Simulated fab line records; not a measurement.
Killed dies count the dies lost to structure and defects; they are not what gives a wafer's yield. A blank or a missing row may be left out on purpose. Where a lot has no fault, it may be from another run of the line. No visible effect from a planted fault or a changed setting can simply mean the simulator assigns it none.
The tool behind it: which one? -- flow sky130 -- 12 lots with 36 wafers sampled at 2 steps, on a route of 708 steps

WHAT THE GAUGES READ, wafer by wafer
SKY_POLY_GATE_THK_MEAS_04. Usual: POLY_GATE_CVD_03_THK typically reads 75.1 nm, with standard deviation 0.58.
lot,measured,on,POLY_GATE_CVD_03_THK (nm),flag
L264,day 15 10:26,film_metro-03,74.2 75.2 75.0,
L265,day 15 12:52,film_metro-04,75.5 74.9 75.7,
L268,day 17 08:40,film_metro-02,74.7 75.0 74.7,
L269,day 17 07:19,film_metro-03,75.1 74.8 75.2,
L273,day 18 23:59,film_metro-04,74.1 74.6 74.3,
L274,day 19 08:46,film_metro-02,75.9 76.0 75.4,
L277,day 20 15:23,film_metro-04,75.1 75.1 74.5,
L278,day 20 14:01,film_metro-02,75.6 75.2 74.9,
L282,day 21 19:55,film_metro-02,75.5 75.9 75.4,
L283,day 22 10:31,film_metro-02,74.4 75.3 74.4,
L286,day 23 08:47,film_metro-04,75.2 74.9 74.8,
L287,day 23 12:42,film_metro-02,74.1 74.2 74.5,

WHICH TOOL RAN EACH LOT (tool, then ch and the chambers of the sampled wafers, then the start)
lot,SKY_NWELL_RTA_28
L264,"rtp_anneal-01 ch 0, day 5 10:29"
L265,"rtp_anneal-02 ch 0, day 5 15:03"
L268,"rtp_anneal-01 ch 0, day 6 10:50"
L269,"rtp_anneal-02 ch 0, day 6 16:49"
L273,"rtp_anneal-02 ch 0, day 7 13:38"
L274,"rtp_anneal-02 ch 0, day 7 20:50"
L277,"rtp_anneal-01 ch 0, day 8 17:32"
L278,"rtp_anneal-02 ch 0, day 8 20:20"
L282,"rtp_anneal-02 ch 0, day 9 19:19"
L283,"rtp_anneal-02 ch 0, day 10 05:45"
L286,"rtp_anneal-02 ch 0, day 11 00:58"
L287,"rtp_anneal-01 ch 0, day 11 09:08"
- SKY_NWELL_RTA_28: time 30 s.

AS READ BY THE TOOLS THEMSELVES (means over the sampled wafers that have a number; for cases with no such wafer, the mark the record gives instead)
SKY_NWELL_RTA_28. Usual: lamp_power_pct 25.31 %, standard deviation 0.051; wafer_temp_C_max 1054.9, standard deviation 1.
lot,tool,lamp_power_pct (%),wafer_temp_C_max,flag
L264,rtp_anneal-01,25.30,1055.5,
L265,rtp_anneal-02,25.28,1055.9,
L268,rtp_anneal-01,25.31,1055.3,
L269,rtp_anneal-02,25.32,1055.1,
L273,rtp_anneal-02,25.34,1054.9,
L274,rtp_anneal-02,25.34,1055.6,
L277,rtp_anneal-01,25.28,1053.8,
L278,rtp_anneal-02,25.30,1054.8,
L282,rtp_anneal-02,25.34,1053.9,
L283,rtp_anneal-02,25.25,1055.6,
L286,rtp_anneal-02,25.29,1054.2,
L287,rtp_anneal-01,25.31,1055.1,

THE ANSWER, worked out from the rows above alone
Rule: a lot is off if the mean of its wafers that have a number lies more than 3 standard deviations from the usual mean. Also off: a lot with no number at a reading for which 4 or more lots have one. Any other lot the step has rows for is counted as sound. The gauges are gone through in route order, then the tools' own readings, and for those a lot's mean is taken as printed above. At the first step where some lot is off, the reading lying furthest off is the one used; lots without a number count as furthest.
No lot is off on any of the readings shown, so nothing can be concluded from this.

WHAT THE SIMULATOR HAD INSERTED
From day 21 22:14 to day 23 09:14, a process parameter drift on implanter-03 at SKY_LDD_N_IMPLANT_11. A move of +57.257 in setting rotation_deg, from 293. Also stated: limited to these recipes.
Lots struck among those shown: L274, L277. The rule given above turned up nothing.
